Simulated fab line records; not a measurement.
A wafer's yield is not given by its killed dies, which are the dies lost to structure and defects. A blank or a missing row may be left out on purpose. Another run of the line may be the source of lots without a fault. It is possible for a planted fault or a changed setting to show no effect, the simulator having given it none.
A lot that was struck, set against a sound lot ; flow gf180mcu ; 19 out of 602 route steps
Sound: wafers L131.1, L131.5, L131.6. Struck: wafers L146.1, L146.3, L146.6. The cause comes at the end.
Each step with rows lists, per side, the tool, then ch with its chambers, then its first start. Under that, the readings that differ: sound wafers ; struck wafers ; difference of the means ; sigmas: that difference in standard deviations of wafers without a fault.
alike: same words and numbers on both sides, and readings whose means sit less than 2 such deviations apart. not compared: any withheld reading, any reading some wafer has no value for, any bound like >300 that may hide the same value, and any number with overlapping values for which the record gives no deviation.
Wherever a step has rows on one side only, a row that says differs or no value, or a row with sigmas, the two part there. When numbers do not overlap yet have no deviation, they are printed without sigmas and do not part them. A reading missing from all wafers of one side parts the sides only when that side holds two or more wafers.

GF_HV_LDD_CD_MEAS_31 targets a cd of 400 nm.
  struck on cdSem-01, day 17 03:35; sound on cdSem-02, day 12 05:08
  alike: cdNm
GF_HV_LDD_OVL_MEAS_32:
  struck on overlay-02, day 17 03:43; sound on overlay-01, day 12 05:16
  alike: HV_LDD_02_OVL
then, 4 steps without rows for these wafers: GF_HV_LDD_IMPLANT_33; GF_HV_LDD_IMPLANT_34; GF_HV_LDD_IMPLANT_35; GF_HV_LDD_IMPLANT_36.
GF_HV_LDD_STRIP_37: strips in O2/N2.
  sound on plasmaAsher-01 ch 0,1, day 12 05:53; struck on plasmaAsher-01 ch 0,1, day 17 04:20
  alike: chamberPressureMTorr, drypumpMotorCurrentA, heaterPowerW, n2FlowSccm, oesProductAu, stripTimeToEndpointS
  not compared: rfHoursCounterH
GF_HV_LDD_TW_MEAS_38:
  struck on filmMetro-03, day 17 04:26; sound on filmMetro-02, day 12 05:59
  alike: HV_LDD_3_TW
then, 4 steps without rows for these wafers: GF_HV_LDD_DEHYDRATE_39 (time 60 s); GF_HV_LDD_HMDS_40 (prime time 60 s); GF_HV_LDD_COAT_41 (resist thk 1000 nm); GF_HV_LDD_SOFTBAKE_42 (time 60 s).
GF_HV_LDD_EXPOSE_43: exposes mask Pplus HV AREA, target cd 400 nm.
  sound on ilineStepper-02 ch 0, day 12 15:08; struck on ilineStepper-02 ch 0, day 17 15:59
reading;sound;struck;difference;sigmas
model.HV_LDD.overlayXNm (nm);0.3372 0.3372 0.3372;176.6 176.6 176.6;+176.3;
  alike: mask, exposureDoseMJCm2, reticleTempC
then, 2 steps without rows for these wafers: GF_HV_LDD_PEB_44; GF_HV_LDD_DEVELOP_45 (develop time 60 s).
GF_HV_LDD_CD_MEAS_46 targets a cd of 400 nm.
  struck on cdSem-02, day 18 03:08; sound on cdSem-01, day 13 01:23
reading;sound;struck;difference;sigmas
cdNm (nm);398.3 400.7 398.3;405.6 403.8 403.9;+5.3;+2
GF_HV_LDD_OVL_MEAS_47:
  struck on overlay-01, day 18 03:15; sound on overlay-01, day 13 01:31
reading;sound;struck;difference;sigmas
HV_LDD_03_OVL (nm);1.7 -1.0 0.1;176.8 178.0 175.0;+176.3;+99 or more
following that, these wafers have no rows for 1 step: GF_HV_LDD_IMPLANT_48.
-- record jumps: 16 days separate the struck wafers' starts on either side; left off in module HV_LDD, taken up again in module PASSIVATION, whose first shown step is the route's number 602 --
GF_PASSIVATION_PROBE_99:
  only the struck wafers here have rows in the record (prober-02, day 33 17:55); the sound ones have none

WHERE THEY PART
First at GF_HV_LDD_CD_MEAS_46; last, within this record, at GF_PASSIVATION_PROBE_99.

WHY: the cause the simulator had injected
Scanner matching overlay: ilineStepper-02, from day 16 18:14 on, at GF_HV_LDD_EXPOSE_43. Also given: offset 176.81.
